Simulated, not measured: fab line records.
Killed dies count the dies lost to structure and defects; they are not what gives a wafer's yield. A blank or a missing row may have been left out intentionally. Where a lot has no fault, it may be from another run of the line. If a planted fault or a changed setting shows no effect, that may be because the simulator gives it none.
Which tool is to blame? || flow sfq line || route of 325 steps, sampled at 1 step: 14 lots, 42 wafers

WHAT THE GAUGES READ, wafer by wafer
SFQ_L0V_OVL_MEAS_903.
{"lot": "L483", "measured": "day 5 02:52", "on": "overlay-01", "L0V_OVL (nm)": "-10 -10 -5"}
{"lot": "L485", "measured": "day 5 10:04", "on": "overlay-01", "L0V_OVL (nm)": "-15 -9 -6"}
{"lot": "L487", "measured": "day 5 22:05", "on": "overlay-02", "L0V_OVL (nm)": "0 -2 -7"}
{"lot": "L488", "measured": "day 6 00:28", "on": "overlay-02", "L0V_OVL (nm)": "-11 -9 -15"}
{"lot": "L490", "measured": "day 6 17:16", "on": "overlay-01", "L0V_OVL (nm)": "-4 -3 -3"}
{"lot": "L491", "measured": "day 6 18:28", "on": "overlay-01", "L0V_OVL (nm)": "3 -2 4"}
{"lot": "L492", "measured": "day 9 20:40", "on": "overlay-01", "L0V_OVL (nm)": "6 3 2"}
{"lot": "L493", "measured": "day 10 05:04", "on": "overlay-02", "L0V_OVL (nm)": "4 -4 5"}
{"lot": "L494", "measured": "day 10 09:52", "on": "overlay-01", "L0V_OVL (nm)": "-1 2 -11"}
{"lot": "L499", "measured": "day 11 21:02", "on": "overlay-01", "L0V_OVL (nm)": "-3 5 2"}
{"lot": "L502", "measured": "day 12 16:14", "on": "overlay-02", "L0V_OVL (nm)": "8 10 8"}
{"lot": "L503", "measured": "day 13 04:14", "on": "overlay-02", "L0V_OVL (nm)": "-1 5 4"}
{"lot": "L505", "measured": "day 13 16:14", "on": "overlay-02", "L0V_OVL (nm)": "1 -6 -12"}
{"lot": "L506", "measured": "day 13 19:50", "on": "overlay-02", "L0V_OVL (nm)": "-16 -3 -7"}

EACH LOT AND THE TOOL THAT RAN IT (in order: tool; ch and the chambers of the sampled wafers; start)
Record: no process step prior to these readings.

AS READ BY THE TOOLS THEMSELVES (means over the sampled wafers that have a number; for cases with no such wafer, the mark the record gives instead)
The record holds no such reading with a usual standard deviation.

THE ANSWER, worked out from the rows above alone
Rule: the usual values come from the lots themselves. Put in order of their means at a reading, lots are off if they are a third of the lots or fewer, leave a main group of 4 or more, and stand apart from it by a gap of 3 or more times the standard deviation of the main group's means; of several such gaps the widest counts. A main group is skipped when, at the precision printed for the reading in the tables above, its means are all equal. Also off: a lot with no number at a reading for which 4 or more lots have one. All remaining lots with rows at the step are treated as sound. Order of review: gauges by route order, followed by the tools' own readings, for which a lot's mean as printed above is used. At the first step where some lot is off, the reading lying furthest off is the one used; lots without a number count as furthest.
No lot is off at any reading shown: from this, nothing can be told.

WHAT THE SIMULATOR PUT IN
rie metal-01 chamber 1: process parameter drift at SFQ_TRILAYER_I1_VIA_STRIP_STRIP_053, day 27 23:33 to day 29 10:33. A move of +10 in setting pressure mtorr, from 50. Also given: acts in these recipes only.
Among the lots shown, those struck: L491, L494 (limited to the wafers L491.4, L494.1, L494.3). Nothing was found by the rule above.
